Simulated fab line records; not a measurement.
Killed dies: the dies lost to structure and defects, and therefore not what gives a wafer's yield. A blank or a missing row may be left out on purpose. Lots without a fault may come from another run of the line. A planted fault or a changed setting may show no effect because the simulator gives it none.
Which tool did it? + flow gf180mcu + at 1 step of a route of 602, 12 lots with 36 wafers sampled

WHAT THE GAUGES SHOWED, per wafer
GF_V1_RS_MEAS_24: a four-point-probe measurement.
| lot  | measured     | on            | V1_W_RS (ohm/sq)     |
|------|--------------|---------------|----------------------|
| L075 | day 18 15:53 | film-metro-01 | 0.3328 0.3339 0.3305 |
| L076 | day 19 03:13 | film-metro-04 | 0.3279 0.3252 0.3248 |
| L079 | day 19 22:56 | film-metro-02 | 0.3298 0.3309 0.3332 |
| L081 | day 20 13:29 | film-metro-04 | 0.3274 0.3274 0.3253 |
| L083 | day 21 16:02 | film-metro-02 | 0.3286 0.3330 0.3279 |
| L085 | day 21 21:01 | film-metro-02 | 0.3252 0.3288 0.3279 |
| L087 | day 22 21:12 | film-metro-04 | 0.3297 0.3309 0.3261 |
| L089 | day 23 09:34 | film-metro-04 | 0.3272 0.3300 0.3276 |
| L091 | day 24 06:00 | film-metro-04 | 0.3259 0.3268 0.3270 |
| L093 | day 24 20:47 | film-metro-02 | 0.3313 0.3261 0.3293 |
| L096 | day 26 00:28 | film-metro-04 | 0.3282 0.3293 0.3317 |
| L097 | day 26 07:59 | film-metro-01 | 0.3307 0.3309 0.3313 |

WHICH TOOL RAN EACH LOT (tool, then ch and the chambers of the sampled wafers, then the start)
There is no process step in the record ahead of these readings.

THE ANSWER, worked out from the rows above alone
Rule: usual is defined by the lots themselves. The widest of any qualifying gaps counts: lots, ordered by their means at a reading, are off when they make up no more than a third of the lots, leave a main group of 4 or more, and stand apart from it by 3 or more times the standard deviation of that group's means. Not used: any main group whose means are identical at the precision the tables above print for the reading. Also off: a lot with no number at a reading for which 4 or more lots have one. The other lots that the step has rows for count as sound.
Nothing can be told from this: no lot is off at any reading shown.

WHAT WAS PUT IN BY THE SIMULATOR
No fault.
